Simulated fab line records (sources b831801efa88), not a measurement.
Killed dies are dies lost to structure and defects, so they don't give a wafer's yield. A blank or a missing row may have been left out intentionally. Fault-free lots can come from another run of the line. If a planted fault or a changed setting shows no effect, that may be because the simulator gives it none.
What tool caused it? + flow sky130 + Sampling: 12 lots, 36 wafers, 3 of 708 route steps

WHAT EACH GAUGE READ, for each wafer
SKY_METAL3_OVL_MEAS_14.
| lot  | measured     | on         | METAL3_OVL (nm) |
|------|--------------|------------|-----------------|
| L075 | day 39 03:48 | overlay-02 | -2 8 3          |
| L077 | day 39 05:04 | overlay-01 | -9 -1 -10       |
| L079 | day 40 00:10 | overlay-01 | -1 -1 4         |
| L081 | day 40 15:31 | overlay-01 | -4 7 1          |
| L083 | day 41 05:34 | overlay-01 | -8 -8 -9        |
| L085 | day 41 17:31 | overlay-02 | 2 -2 0          |
| L087 | day 42 12:12 | overlay-01 | -5 -6 4         |
| L089 | day 42 18:13 | overlay-02 | -1 1 -8         |
| L091 | day 43 08:19 | overlay-02 | -5 -5 -7        |
| L093 | day 44 05:07 | overlay-02 | -1 -6 -8        |
| L095 | day 45 02:46 | overlay-02 | -8 -7 -3        |
| L097 | day 45 17:10 | overlay-01 | -10 -6 4        |

WHICH TOOL RAN EACH LOT (tool, then ch and the chambers of the sampled wafers, then the start)
| lot  | SKY_METAL1_STRIP_20                 | SKY_CAPM_SPUTTER_02         |
|------|-------------------------------------|-----------------------------|
| L075 | plasmaAsher-01 ch 0,1, day 33 13:26 | pvdSputter-04, day 37 00:46 |
| L077 | plasmaAsher-01 ch 0,1, day 33 16:29 | pvdSputter-03, day 37 03:41 |
| L079 | plasmaAsher-01 ch 0,1, day 34 11:57 | pvdSputter-01, day 37 22:21 |
| L081 | plasmaAsher-02 ch 0,1, day 35 03:04 | pvdSputter-01, day 38 13:41 |
| L083 | plasmaAsher-01 ch 0,1, day 35 17:55 | pvdSputter-04, day 39 05:07 |
| L085 | plasmaAsher-01 ch 0,1, day 36 07:30 | pvdSputter-01, day 39 17:17 |
| L087 | plasmaAsher-03 ch 0,1, day 37 04:46 | pvdSputter-04, day 40 11:51 |
| L089 | plasmaAsher-02 ch 0,1, day 37 11:05 | pvdSputter-03, day 40 19:06 |
| L091 | plasmaAsher-03 ch 0,1, day 38 01:50 | pvdSputter-01, day 41 09:11 |
| L093 | plasmaAsher-03 ch 0,1, day 39 01:10 | pvdSputter-03, day 42 07:00 |
| L095 | plasmaAsher-01 ch 0,1, day 39 22:53 | pvdSputter-03, day 43 05:41 |
| L097 | plasmaAsher-01 ch 0,1, day 40 16:18 | pvdSputter-03, day 43 20:39 |
- SKY_METAL1_STRIP_20: strips in O2/N2.
- SKY_CAPM_SPUTTER_02: material TiN, target thk 200 nm, time 159.7 s.

THE ANSWER, worked out from the rows above alone
Rule: the lots themselves supply what counts as usual. The widest of any qualifying gaps counts: lots, ordered by their means at a reading, are off when they make up no more than a third of the lots, leave a main group of 4 or more, and stand apart from it by 3 or more times the standard deviation of that group's means. A main group whose means are all the same, to the digits that the tables above print for the reading, isn't used. Also off: a lot with no number at a reading for which 4 or more lots have one. Any other lot the step has rows for is counted as sound.
No lot is off on any of the readings shown, so nothing can be concluded from this.

WHAT THE SIMULATOR PUT IN
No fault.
